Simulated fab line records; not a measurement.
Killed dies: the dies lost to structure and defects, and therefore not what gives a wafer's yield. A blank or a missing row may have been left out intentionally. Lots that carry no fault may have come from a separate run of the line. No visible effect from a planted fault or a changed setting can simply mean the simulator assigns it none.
A struck lot beside a sound one + flow gf180mcu + 14 steps out of a route of 602
Sound: wafers L250.1, L250.3, L250.4. Wafers struck: L247.2, L247.3, L247.6. Last of all comes the cause.
Per side, at each step with rows, come the tool, then ch with its chambers, and then its first start. Under that, the readings that differ: sound wafers + struck wafers + difference of the means + sigmas: that difference in standard deviations of wafers without a fault.
alike: readings with means less than 2 such deviations apart, plus words and numbers identical on both sides. not compared: withheld readings, readings lacking a value on some wafer, bounds such as >300 that could conceal the same value, and numbers that have no deviation in the record and whose values overlap.
Wherever a step has rows on one side only, a row that says differs or no value, or a row with sigmas, the two part there. Non-overlapping numbers with no deviation appear without sigmas and do not part them. Lack of a reading on every wafer of one side parts them only where that side has two or more wafers.

GF_HV_LDD_RTA_52: time 10 s.
  sound on rtp_anneal-01 ch 0, day 17 21:13; struck on rtp_anneal-02 ch 0, day 17 00:58
| reading            | sound          | struck         | difference | sigmas |
|--------------------|----------------|----------------|------------|--------|
| lamp_power_pct (%) | 32.9 33.0 32.9 | 31.6 31.6 31.6 | -1.3       | -2     |
  alike: chamber_o2_ppm, wafer_temp_C_max
GF_HV_LDD_RS_MEAS_53: the measuring method here is four-point-probe.
  sound: film_metro-02 at day 17 21:17; struck: film_metro-04 at day 17 01:02
| reading            | sound             | struck            | difference | sigmas |
|--------------------|-------------------|-------------------|------------|--------|
| HV_LDD_RS (ohm/sq) | 419.9 419.3 419.3 | 417.5 417.5 417.9 | -1.9       | -2     |
then, 1 step without rows for these wafers: GF_HV_LDD_CVD_54 (deposits SiO2 from TEOS, target thk 10 nm, time 75 s).
GF_HV_LDD_THK_MEAS_55:
  sound: film_metro-03 at day 17 22:26; struck: film_metro-04 at day 17 02:10
  alike: HV_LDD_CVD_54_THK
then, 1 step without rows for these wafers: GF_HV_LDD_CVD_56 (deposits Si3N4 from DCS/NH3, target thk 90 nm, time 1543 s).
GF_HV_LDD_THK_MEAS_57:
  sound: film_metro-03 at day 17 23:55; struck: film_metro-02 at day 17 04:23
  alike: HV_LDD_CVD_56_THK
GF_HV_LDD_ETCHBACK_58: etches Si3N4 in CH3F/O2, stops on SiO2, time 100 s, target depth 90 nm.
  sound on rie_diel-01 ch 1,2,3, day 17 23:59; struck on rie_diel-02 ch 1,2, day 17 04:26
  alike: drypump_motor_current_A, oes_product_au, throttle_valve_pct
  not compared: rf_hours_counter_h
then, 5 steps without rows for these wafers: GF_NSD_DEHYDRATE_00 (time 60 s); GF_NSD_HMDS_01 (prime time 60 s); GF_NSD_COAT_02 (resist thk 1000 nm); GF_NSD_SOFTBAKE_03 (time 60 s); GF_NSD_EXPOSE_04 (exposes mask Nplus, target cd 400 nm).
GF_NSD_PEB_05:
  struck on litho_track-04, day 18 03:20; sound on litho_track-02 ch 0, day 18 22:58
| reading         | sound          | struck | difference                    | sigmas |
|-----------------|----------------|--------|-------------------------------|--------|
| exhaust_pa (Pa) | 43.7 41.3 44.6 | - - -  | no value on the struck wafers |        |
  not compared: chill_plate_temp_C
then, 1 step without rows for these wafers: GF_NSD_DEVELOP_06 (develop time 60 s).

## WHERE THEY PART
Earliest at GF_HV_LDD_RTA_52; latest, in this record, at GF_NSD_PEB_05.

WHY: what had been put in by the simulator
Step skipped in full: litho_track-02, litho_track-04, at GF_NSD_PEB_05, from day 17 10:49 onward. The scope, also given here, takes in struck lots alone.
